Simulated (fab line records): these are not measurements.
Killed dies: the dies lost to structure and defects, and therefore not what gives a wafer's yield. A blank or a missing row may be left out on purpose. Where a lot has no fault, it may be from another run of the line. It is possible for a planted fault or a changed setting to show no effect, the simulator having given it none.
Problem report in the 8D (eight disciplines) form, filled by code	flow sky130	the parts of the form that need people (team, actions taken, sign-off) are left out

1. THE PROBLEM
Across 3 wafers from 2 lots, VIA1_W_RS at SKY_VIA1_RS_MEAS_22 averages 0.331 ohm/sq, while fault-free wafers read 0.425 ohm/sq with a standard deviation of 0.005. That is -19 standard deviations from the usual mean.
The step: measures by four-point-probe.
Seen first at day 39 17:46 on film-metro-02, wafer L983.4. Wafers with a number at this step in the record: 30, from 10 lots. Rule for "out" (also "out of limits"): further than 4 standard deviations from the usual mean. The rest of the wafers with a number are treated as sound.

2. WHAT IT IS, WHAT IT ISN'T
question	is	is not
which readings at this step	VIA1_W_RS	-
which lots	L983, L985	L966, L967, L968, L976, L977, L981, L984, L988
which wafers of those lots	L983.4, L983.5, L985.4	L983.6, L985.3, L985.5
read on which gauges	film-metro-02, film-metro-04	film-metro-03
when	from day 39 17:46	up to then (19 sound wafers); but 8 sound wafers of L984, L985, L988 came after

3. WHAT RULES OUT EACH SUSPECT
Counting: if a tool at a process step up to the reading ran every lot that is out, it stays a suspect. Sound lots after the first of them don't rule it out here, since some wafers of a struck lot are sound.
- the gauge at SKY_VIA1_RS_MEAS_22 is ruled out. The wafers that are out were read on 2 gauges (film-metro-02, film-metro-04).
- cvd-w-02 at SKY_VIA1_CVD_21 (deposits W, target thk 270 nm, time 80.902 s): kept. Every lot that is out went through it, the first being L983 (day 39 17:38); the last sound lot it ran before that was L977 (day 38 06:54).
- Within cvd-w-02 at SKY_VIA1_CVD_21: the wafers that are out ran in chamber 1; their sound lot-mates ran in chamber 0.
Remaining after the count: cvd-w-02 at SKY_VIA1_CVD_21.

4. THE CAUSE (what the simulator had put in)
cvd-w-02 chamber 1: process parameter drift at SKY_VIA1_CVD_21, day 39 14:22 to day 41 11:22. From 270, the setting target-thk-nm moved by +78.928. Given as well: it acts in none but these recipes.
Counting left only this tool.

5. THE EFFECT CHAIN, in route order
One row per reading whose mean, taken over the struck wafers that have a number, lies over 3 standard deviations from the usual. Scope: only readings with a usual standard deviation given in the record; hours: median across lots of the time from each lot's start at the first step in this table that gives one to its start at this step; sigmas: change in usual standard deviations.
hours	step	reading	usual	on struck wafers	change	sigmas
0	SKY_VIA1_RS_MEAS_22	VIA1_W_RS	0.425 ohm/sq	0.331	-0.094	-19
2	SKY_VIA1_THK_MEAS_23	VIA1_W_THK	275 nm	354	+79	+19
5	SKY_VIA1_CMP_24	time-to-endpoint-s	64.5 s	82.2	+17.7	+6.6
It contains these process steps:
- SKY_VIA1_CMP_24: polishes, stops on SiO2, t overpolish 15 s, target thk 0 nm.

6. WHAT WOULD HAVE CAUGHT IT SOONER
The first out-of-limits reading at a measuring or inspecting step in this record came at day 39 17:46, 3 hours after the fault's start at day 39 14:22.
Of the tool readings at SKY_VIA1_CVD_21 for which the record gives a usual standard deviation, none was out on any struck wafer, so an alarm limit of 4 standard deviations on them would not have fired.
L985, from the lots that are out (2), started SKY_VIA1_CVD_21 on cvd-w-02 later than day 39 17:46. Putting the tool on hold at that point would have spared it.
